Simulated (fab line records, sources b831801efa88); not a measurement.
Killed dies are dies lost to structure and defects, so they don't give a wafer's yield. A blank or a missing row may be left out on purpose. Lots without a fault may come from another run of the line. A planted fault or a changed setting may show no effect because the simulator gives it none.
Which tool did it? | flow gf180mcu | 13 lots, 38 wafers sampled, at 3 steps of a route of 602

WHAT THE GAUGES READ, wafer by wafer
GF_VT_IMPLANT_RS_MEAS_47: measures by four-point-probe.
lot  | measured     | on            | NWELL_RS (ohm/sq)
L327 | day 7 12:32  | film_metro-01 | 489.8 489.4 489.4
L328 | day 7 19:55  | film_metro-01 | 489.1 487.9 489.0
L329 | day 8 03:50  | film_metro-04 | 488.6 488.0 486.4
L331 | day 8 14:55  | film_metro-01 | 488.3 488.6 488.7
L333 | day 9 05:05  | film_metro-02 | 486.9 487.2 488.3
L334 | day 9 14:52  | film_metro-02 | 487.7 486.7 489.6
L336 | day 10 03:21 | film_metro-04 | 487.2 487.7 488.3
L337 | day 10 09:38 | film_metro-04 | 487.4 487.2 488.8
L341 | day 11 13:14 | film_metro-04 | 489.3 486.7 489.5
L342 | day 11 19:49 | film_metro-02 | 487.1 487.7 487.7
L343 | day 12 01:55 | film_metro-01 | 488.4 489.3 487.9
L347 | day 13 02:20 | film_metro-04 | 481.7 481.0 480.5
L348 | day 13 08:31 | film_metro-01 | 480.3 481.0

GF_M3_THK_MEAS_06: measures by xrf.
lot  | measured     | on            | M3_ALCU_THK (nm)
L327 | day 20 06:31 | film_metro-03 | 448 444 452
L328 | day 20 13:50 | film_metro-04 | 451 444 446
L329 | day 21 04:08 | film_metro-02 | 445 460 452
L331 | day 21 19:47 | film_metro-04 | 440 445 448
L333 | day 22 20:09 | film_metro-03 | 435 447 440
L334 | day 22 23:32 | film_metro-02 | 462 452 446
L336 | day 23 14:43 | film_metro-03 | 450 444 452
L337 | day 24 02:40 | film_metro-03 | 447 456 442
L341 | day 25 10:16 | film_metro-04 | 442 445 444
L342 | day 25 17:38 | film_metro-04 | 440 443 442
L343 | day 25 21:04 | film_metro-04 | 453 446 438
L347 | day 27 10:04 | film_metro-03 | 455 450 453
L348 | day 27 13:04 | film_metro-03 | 442 447

WHICH TOOL RAN EACH LOT (tool, then ch and the chambers of the sampled wafers, then the start)
lot  | GF_NWELL_IMPLANT_09
L327 | implanter-03 ch 0, day 3 07:10
L328 | implanter-03 ch 0, day 3 13:02
L329 | implanter-01 ch 0, day 3 18:10
L331 | implanter-03 ch 0, day 4 04:41
L333 | implanter-03 ch 0, day 4 16:09
L334 | implanter-03 ch 0, day 5 00:13
L336 | implanter-01 ch 0, day 5 09:14
L337 | implanter-01 ch 0, day 5 15:15
L341 | implanter-01 ch 0, day 6 14:00
L342 | implanter-01 ch 0, day 6 18:26
L343 | implanter-04 ch 0, day 6 23:32
L347 | implanter-03 ch 0, day 7 19:58
L348 | implanter-03 ch 0, day 8 01:13
- GF_NWELL_IMPLANT_09

WHAT THE TOOLS THEMSELVES READ (means of the sampled wafers that have a number; where no wafer has one, the mark that the record gives instead)
GF_NWELL_IMPLANT_09.
lot  | tool         | beam_energy_keV | beam_on_s (s) | faraday_current_uA
L327 | implanter-03 | 160.03          | 10.00         | 22.5
L328 | implanter-03 | 159.98          | 10.01         | 22.5
L329 | implanter-01 | 159.98          | 10.18         | 22.2
L331 | implanter-03 | 159.98          | 10.20         | 22.1
L333 | implanter-03 | 159.97          | 10.04         | 22.5
L334 | implanter-03 | 159.93          | 10.04         | 22.4
L336 | implanter-01 | 160.02          | 9.98          | 22.7
L337 | implanter-01 | 160.01          | 9.87          | 22.8
L341 | implanter-01 | 160.00          | 10.06         | 22.5
L342 | implanter-01 | 160.04          | 10.26         | 21.9
L343 | implanter-04 | 159.97          | 10.01         | 22.5
L347 | implanter-03 | 160.02          | 11.12         | 20.3
L348 | implanter-03 | 159.94          | 11.02         | 20.5

THE ANSWER, worked out from the rows above alone
Rule: what is usual is taken from the lots themselves. Put in order of their means at a reading, lots are off if they are a third of the lots or fewer, leave a main group of 4 or more, and stand apart from it by a gap of 3 or more times the standard deviation of the main group's means; of several such gaps the widest counts. A main group whose means are all the same, to the digits that the tables above print for the reading, isn't used. A lot without any number at a reading at which 4 lots or more have one is off too. The other lots that the step has rows for count as sound. The gauges are gone through in route order, then the tools' own readings, and for those a lot's mean is taken as printed above. The first step at which some lot is off is used, and at that step the reading that is off furthest; a lot without a number counts as furthest.
Off: L347, L348, at GF_VT_IMPLANT_RS_MEAS_47 (NWELL_RS). The main group: mean 488.2 ohm/sq, standard deviation 0.61.
A tool fits if, at a process step before that reading, it ran every lot that is off, and no sound lot after the first of them. The gauges at GF_VT_IMPLANT_RS_MEAS_47 aren't tried: what is off there is off at GF_NWELL_IMPLANT_09 too, on other tools, and a gauge's error can't cause that. One fits: implanter-03 at GF_NWELL_IMPLANT_09. Its last sound lot is L334 (day 5 00:13), its first lot that is off L347 (day 7 19:58): a fault that began between those two fits.
The tool's own readings at GF_NWELL_IMPLANT_09 bear it out: on the lots that are off they differ by more than 5 times the standard deviation of the sound lots' means. beam_on_s reads 11.07 s there against 10.06 s on the sound lots; faraday_current_uA reads 20.4 there against 22.4 on the sound lots.

WHAT THE SIMULATOR HAD PUT IN
Process parameter drift: implanter-03, from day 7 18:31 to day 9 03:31, at GF_NWELL_IMPLANT_09. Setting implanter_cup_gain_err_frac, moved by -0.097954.
Lots struck among those shown: L347, L348. The rule above found the same.
